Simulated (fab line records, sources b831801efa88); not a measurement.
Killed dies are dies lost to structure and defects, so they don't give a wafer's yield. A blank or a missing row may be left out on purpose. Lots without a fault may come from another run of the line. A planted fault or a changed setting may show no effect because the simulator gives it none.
fab line records | flow gf180mcu | part 2 of 2: steps 33 to 41 of 41
record lots=5 wafers=15 last_day=34
route steps=602 shown M3@418 V3@429 M4@456
lots that met no fault: from a run of the same line without faults
start_h: hours from the record's first day to the start of the lot's first wafer shown | wait_h: hours since the lot's step before | " the same as in the row above | L1.1+2: a row that stands for several wafers | - no value, or no start given | * or withheld: withheld | < > ~ a bound
route shown NAME@n: a module of which the file shows steps, and the number in the route of the first | usual: mean/standard deviation of fault-free wafers | same: alike in all rows | chamber/n: place in a boat | sites: the reading at each site | _std_site: their standard deviation | _edge_site: outer sites' mean less inner sites' | radius_mm: how far each site lies from the wafer's centre | mask NAME#n: copy n | behind: the tool/chamber that last shaped the wafer | hold: why the lot was held/for how many hours/how that ended | device: the transistor (n, p or np) that didn't switch | end of line: the same wafers' tests at the end of the route | a step without rows: its recipe alone | killed: dies lost to structure and defects at the first sort, not the wafer's yield | map: a wafer's dies, x killed, . not, _ none there
set.NAME: the setting as run; set.NAME@STEP: as run at that earlier step | model.NAME: the simulator's own value behind a step, which no gauge read
lots at some steps of the route; a table a step, a row a wafer
services: from which hour (start_h, from the record's first day; less than 0 if before it) a tool's chamber was out of use, for how many hours, and why
## steps
# step GF_V3_SPUTTER_21
# recipe material=Ti target_thk_nm=15 chamber_pressure_pa=5 power_w=2500 substrate_temp_c=200 time_s=80.02
# usual substrate_temp_c=200.03/0.17 throttle_valve_pct=30.9/0.66
# columns lot.wafer tool chamber start_h wait_h substrate_temp_c throttle_valve_pct
L087.2 pvd_sputter-02 - 627.89 0.0 199.83 29.6
L087.3 " - " " 199.93 31.2
L087.4 " - " " 200.26 31.2
L090.3 pvd_sputter-04 - 641.69 0.0 200.01 31.4
L090.5 " - " " 199.98 31.3
L090.6 " - " " 200.04 30.9
L091.4 pvd_sputter-03 - 651.83 0.0 199.89 30.2
L091.5 " - " " 199.88 30.3
L091.6 " - " " 200.09 32.1
L094.3 pvd_sputter-04 - 673.43 0.0 200.15 31.2
L094.5 " - " " 200.11 31.4
L094.6 " - " " 199.79 31.1
L095.3 pvd_sputter-02 - 680.24 0.0 199.82 29.4
L095.5 " - " " 200.13 30.5
L095.6 " - " " 200.02 31.0
# step GF_V3_SPUTTER_22
# recipe material=TiN target_thk_nm=10 chamber_pressure_pa=5 power_w=4000 time_s=40
# usual throttle_valve_pct=30.9/0.67
# columns lot.wafer tool chamber start_h wait_h throttle_valve_pct
L087.2 pvd_sputter-02 - 627.95 0.0 29.3
L087.3 " - " " 30.9
L087.4 " - " " 31.1
L090.3 pvd_sputter-04 - 641.76 0.0 31.4
L090.5 " - " " 31.3
L090.6 " - " " 30.8
L091.4 pvd_sputter-03 - 651.89 0.0 30.1
L091.5 " - " " 30.2
L091.6 " - " " 31.9
L094.3 pvd_sputter-04 - 673.49 0.0 31.3
L094.5 " - " " 31.2
L094.6 " - " " 30.8
L095.3 pvd_sputter-02 - 680.30 0.0 29.6
L095.5 " - " " 30.1
L095.6 " - " " 31.2
# step GF_V3_CVD_23
# recipe material=W target_thk_nm=350 time_s=104.9 temp_c=400 pressure_torr=40
# usual heater_power_w=778/44
# columns lot.wafer tool chamber start_h wait_h heater_power_w
L087.2 cvd_w-01 1 627.99 0.0 735
L087.3 " 1 " " 722
L087.4 " 0 " " 824
L090.3 cvd_w-01 0 641.83 0.1 826
L090.5 " 1 " " 735
L090.6 " 0 " " 807
L091.4 cvd_w-01 1 651.96 0.1 750
L091.5 " 0 " " 849
L091.6 " 1 " " 725
L094.3 cvd_w-02 1 673.56 0.1 736
L094.5 " 0 " " 791
L094.6 " 1 " " 746
L095.3 cvd_w-01 1 680.37 0.1 743
L095.5 " 1 " " 771
L095.6 " 0 " " 842
# step GF_V3_RS_MEAS_24
# recipe thk_meas_gauge=four-point-probe reads=W_of_V3_CVD_23+TiN_of_V3_SPUTTER_22+Ti_of_V3_SPUTTER_21
# usual V3_W_RS=0.327/0.0039
# columns lot.wafer tool chamber start_h wait_h V3_W_RS[ohm/sq]
L087.2 film_metro-03 - 628.12 0.1 0.325
L087.3 " - " " 0.323
L087.4 " - " " 0.321
L090.3 film_metro-03 - 642.07 0.2 0.323
L090.5 " - " " 0.328
L090.6 " - " " 0.324
L091.4 film_metro-03 - 652.10 0.1 0.323
L091.5 " - " " 0.322
L091.6 " - " " 0.325
L094.3 film_metro-02 - 673.68 0.1 0.328
L094.5 " - " " 0.324
L094.6 " - " " 0.326
L095.3 film_metro-01 - 680.49 0.1 0.327
L095.5 " - " " 0.330
L095.6 " - " " 0.324
# step GF_V3_THK_MEAS_25
# recipe thk_meas_gauge=xrf reads=W_of_V3_CVD_23
# usual V3_W_THK=349/4.9
# columns lot.wafer tool chamber start_h wait_h V3_W_THK[nm]
L087.2 film_metro-03 - 628.23 0.1 352
L087.3 " - " " 355
L087.4 " - " " 354
L090.3 film_metro-03 - 642.17 0.1 353
L090.5 " - " " 349
L090.6 " - " " 352
L091.4 film_metro-03 - 652.19 0.1 353
L091.5 " - " " 354
L091.6 " - " " 351
L094.3 film_metro-02 - 673.78 0.1 349
L094.5 " - " " 357
L094.6 " - " " 354
L095.3 film_metro-01 - 680.59 0.1 347
L095.5 " - " " 345
L095.6 " - " " 350
# step GF_V3_CMP_26
# recipe stop_on=SiO2 down_force_psi=3.5 platen_rpm=60 t_overpolish_s=15 target_thk_nm=0 pad_velocity_m_s=0.94248
# usual motor_current_A=10.5/0.62 overpolish_run_s=15.001/0.0086 time_to_endpoint_s=83.2/2.5
# columns lot.wafer tool chamber start_h wait_h motor_current_A overpolish_run_s time_to_endpoint_s
L087.2 cmp-01 0 628.28 0.0 10.3 14.993 83.4
L087.3 " 1 " " 11.6 14.989 83.3
L087.4 " 3 " " 9.8 15.002 84.1
L090.3 cmp-02 0 642.21 0.0 11.0 15.006 85.2
L090.6 " 0 " " 11.4 15.003 85.9
L090.5 " 1 " " 10.8 15.004 81.7
L091.4 cmp-02 2 652.32 0.1 10.3 15.000 78.3
L091.5 " 0 " " 11.5 15.007 85.7
L091.6 " 1 " " 10.8 15.009 83.7
L094.3 cmp-02 0 673.87 0.1 11.0 15.000 82.6
L094.5 " 3 " " 10.9 14.990 84.5
L094.6 " 0 " " 11.5 15.001 84.3
L095.3 cmp-02 3 680.77 0.2 11.2 14.999 82.3
L095.6 " 3 " " 11.0 15.000 82.6
L095.5 " 0 " " 11.0 15.000 79.6
# step GF_M4_SPUTTER_00
# recipe material=Ti target_thk_nm=37.5 arriving_ion_energy_ev=80 substrate_temp_c=200 chamber_pressure_pa=2 power_w=4000 time_s=150
# usual substrate_temp_c=200.00/0.18 throttle_valve_pct=30.4/0.79
# columns lot.wafer tool chamber start_h wait_h substrate_temp_c throttle_valve_pct
L087.2 pvd_sputter-04 - 628.58 0.2 199.91 31.5
L087.3 " - " " 200.18 30.6
L087.4 " - " " 200.14 31.2
L090.3 pvd_sputter-03 - 642.51 0.2 199.87 32.0
L090.5 " - " " 200.07 30.7
L090.6 " - " " 199.82 30.5
L091.4 pvd_sputter-03 - 652.52 0.1 199.92 32.0
L091.5 " - " " 199.85 32.1
L091.6 " - " " 200.15 30.2
L094.3 pvd_sputter-01 - 674.12 0.2 200.08 29.5
L094.5 " - " " 200.27 30.3
L094.6 " - " " 200.15 29.5
L095.3 pvd_sputter-01 - 681.07 0.2 200.26 29.4
L095.5 " - " " 200.39 29.3
L095.6 " - " " 199.87 29.6
# step GF_M4_SPUTTER_01
# recipe material=TiN target_thk_nm=30 power_w=6500 time_s=25 chamber_pressure_pa=0.4
# usual throttle_valve_pct=30.3/0.79
# columns lot.wafer tool chamber start_h wait_h throttle_valve_pct
L087.2 pvd_sputter-04 - 628.68 0.1 31.4
L087.3 " - " " 30.9
L087.4 " - " " 31.2
L090.3 pvd_sputter-03 - 642.61 0.1 32.0
L090.5 " - " " 30.6
L090.6 " - " " 30.7
L091.4 pvd_sputter-03 - 652.62 0.1 31.9
L091.5 " - " " 32.2
L091.6 " - " " 30.5
L094.3 pvd_sputter-01 - 674.22 0.1 29.7
L094.5 " - " " 29.9
L094.6 " - " " 29.6
L095.3 pvd_sputter-01 - 681.17 0.1 29.5
L095.5 " - " " 29.2
L095.6 " - " " 29.6
# step GF_M4_SPUTTER_02
# recipe material=AlCu target_thk_nm=450 power_w=10600 time_s=23.9 chamber_pressure_pa=0.4
# usual throttle_valve_pct=30.4/0.77
# columns lot.wafer tool chamber start_h wait_h throttle_valve_pct
L087.2 pvd_sputter-04 - 628.71 0.0 31.5
L087.3 " - " " 30.9
L087.4 " - " " 31.4
L090.3 pvd_sputter-03 - 642.64 0.0 31.9
L090.5 " - " " 30.4
L090.6 " - " " 30.4
L091.4 pvd_sputter-03 - 652.65 0.0 32.1
L091.5 " - " " 31.9
L091.6 " - " " 30.6
L094.3 pvd_sputter-01 - 674.25 0.0 29.6
L094.5 " - " " 30.2
L094.6 " - " " 29.4
L095.3 pvd_sputter-01 - 681.20 0.0 29.5
L095.5 " - " " 29.4
L095.6 " - " " 29.7
## services
# columns tool chamber start_h hours kind
cmp-02 - 572.12 4.0 pm
cmp-02 - 577.18 4.2 pm
pvd_sputter-02 - 586.00 38.3 repair
krf_scanner-01 - 586.72 0.3 repair
rie_diel-04 3 589.43 5.4 repair
cmp-01 - 590.72 5.5 repair
pecvd-03 - 591.12 14.0 pm
krf_scanner-01 - 598.82 1.3 pm
cvd_w-01 0 600.55 7.3 repair
rie_diel-02 0 609.95 13.5 repair
cmp-02 - 623.25 0.5 repair
krf_scanner-01 - 624.57 0.8 pm
krf_scanner-02 - 639.54 1.0 pm
plasma_asher-01 - 642.30 1.0 repair
pvd_sputter-02 - 643.78 4.5 repair
pvd_sputter-03 - 647.45 1.2 repair
cmp-02 - 650.28 0.6 repair
rie_diel-02 - 652.42 28.1 pm
cvd_w-01 - 659.11 3.8 pm
krf_scanner-01 - 664.46 1.9 repair
cmp-01 - 668.33 0.9 repair
krf_scanner-02 - 672.77 0.9 repair
pecvd-03 2 672.87 4.8 repair
pvd_sputter-04 - 675.67 5.4 repair
